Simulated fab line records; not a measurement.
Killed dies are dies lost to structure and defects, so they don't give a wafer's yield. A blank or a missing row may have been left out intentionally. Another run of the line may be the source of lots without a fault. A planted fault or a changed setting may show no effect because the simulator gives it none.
Comparing a struck lot with a sound one | flow sky130 | 20 steps out of a route of 708
Sound: wafers L368.2, L368.3, L368.6. Struck: wafers L374.2, L374.3, L374.6. The cause comes at the end.
Order at every step that has rows: each side's tool, ch and its chambers, its first start. Under that, the readings that differ: sound wafers | struck wafers | difference of the means | sigmas: that difference in standard deviations of wafers without a fault.
alike: words and numbers the same on both sides, and readings whose means are apart by under 2 such deviations; not compared: readings that were withheld, readings missing a value for some wafer, numbers with overlapping values and no deviation given by the record, and bounds like >300 which may hide the same value.
The two part at a step that has a row with sigmas, a row that says differs or no value, or rows on one side only. Non-overlapping numbers with no deviation appear without sigmas and do not part them. A reading that every wafer of one side lacks parts them only if that side has two wafers or more.

first, 1 step without rows for these wafers: SKY_POLY_GATE_CVD_03 (deposits Si3N4 from DCS/NH3, target thk 75 nm, time 1290 s).
SKY_POLY_GATE_THK_MEAS_04:
  sound on film metro-02 at day 15 15:28; struck on film metro-02 at day 17 20:56
  alike: POLY_GATE_CVD_03_THK
then, 8 steps without rows for these wafers: SKY_POLY_GATE_DEHYDRATE_05 (time 60 s); SKY_POLY_GATE_HMDS_06 (prime time 60 s); SKY_POLY_GATE_COAT_07 (resist thk 110 nm); SKY_POLY_GATE_COAT_08 (resist thk 450 nm); SKY_POLY_GATE_SOFTBAKE_09 (time 90 s); SKY_POLY_GATE_EXPOSE_10 (exposes mask P1M, target cd 150 nm); SKY_POLY_GATE_PEB_11; SKY_POLY_GATE_DEVELOP_12 (develop time 60 s).
SKY_POLY_GATE_CD_MEAS_13: the cd target is 150 nm.
  sound on cd sem-02 at day 16 20:24; struck on cd sem-01 at day 19 02:44
  alike: cd nm
SKY_POLY_GATE_OVL_MEAS_14:
  sound on overlay-01 at day 16 20:30; struck on overlay-01 at day 19 02:50
  alike: POLY_GATE_OVL
SKY_POLY_GATE_ETCH_15: etches BARC in N2/H2, stops on SiO2, time 118.5 s, target depth 110 nm.
  sound on rie diel-02 ch 0,1,2, day 16 20:32; struck on rie diel-02 ch 1,2,3, day 19 02:52
  no value came back on the struck wafers for any of 5 readings (bias w (W), chamber pressure mTorr (mTorr) and others); on the sound wafers bias w (W) reads 100.3 100.0 99.7
  reading                                          | sound             | struck          | difference | sigmas
  model.KrF-thick_of_POLY_GATE_COAT_08.thk nm (nm) | 351.1 349.1 347.1 | 434.8 436 435.4 | +86.3      |
  not compared: rf hours counter h
SKY_POLY_GATE_ETCH_16: etches Si3N4 in CH3F/O2, stops on poly-Si, time 147.5 s, target depth 75 nm.
  sound on rie diel-02 ch 0,1,2, day 16 20:37; struck on rie diel-02 ch 1,2,3, day 19 02:56
  reading                | sound                | struck               | difference | sigmas
  oes product au (a.u.)  | 0.644 0.641 0.645    | 0.367 0.374 0.381    | -0.269     | -56
  throttle valve pct (%) | 10.533 10.535 10.538 | 10.507 10.501 10.497 | -0.034     | -4
  alike: O2_flow_sccm, bias w, drypump motor current A
  not compared: rf hours counter h
SKY_POLY_GATE_ETCH_17: etches poly-Si in HBr/Cl2, stops on SiO2, target depth 180 nm, time 70.5 s.
  sound on rie si-02 ch 2,3, day 16 20:43; struck on rie si-01 ch 1,3, day 19 03:02
  reading                                          | sound             | struck            | difference | sigmas
  oes product au (a.u.)                            | 0.984 0.993 0.990 | 0.274 0.274 0.271 | -0.716     | -75
  model.KrF-thick_of_POLY_GATE_COAT_08.thk nm (nm) | 152.6 148.3 144.8 | 227.4 227.8 228.9 | +79.5      |
  alike: HBr_flow_sccm, bias w, drypump motor current A, throttle valve pct
  not compared: rf hours counter h
SKY_POLY_GATE_STRIP_18: strips in O2/N2.
  sound on plasma asher-03 ch 0,1, day 16 20:46; struck on plasma asher-03 ch 0,1, day 19 03:06
  reading                      | sound             | struck            | difference | sigmas
  oes product au (a.u.)        | 0.365 0.368 0.355 | 0.391 0.400 0.390 | +0.031     | +6
  strip time to endpoint s (s) | 3.29 3.26 3.20    | 4.10 4.11 4.12    | +0.86      | +17
  alike: drypump motor current A, o2 flow sccm
  not compared: rf hours counter h
then, 2 steps without rows for these wafers: SKY_POLY_GATE_CLEAN_19 (cleans in SC1/SC2, time 150 s); SKY_POLY_GATE_OXIDATION_20 (stabilise 600 s, purge 300 s, target thk 4 nm).
SKY_POLY_GATE_CD_MEAS_22:
  sound on cd sem-02 at day 16 23:38; struck on cd sem-01 at day 19 05:16
  reading    | sound             | struck | difference                    | sigmas
  cd nm (nm) | 147.5 147.7 145.5 | - - -  | no value on the struck wafers |
then, 1 step without rows for these wafers: SKY_LDD_N_DEHYDRATE_00 (time 60 s).

## WHERE THEY PART
Last at SKY_POLY_GATE_CD_MEAS_22 as far as this record goes, first at SKY_POLY_GATE_ETCH_15.

WHY: whatever the simulator had introduced
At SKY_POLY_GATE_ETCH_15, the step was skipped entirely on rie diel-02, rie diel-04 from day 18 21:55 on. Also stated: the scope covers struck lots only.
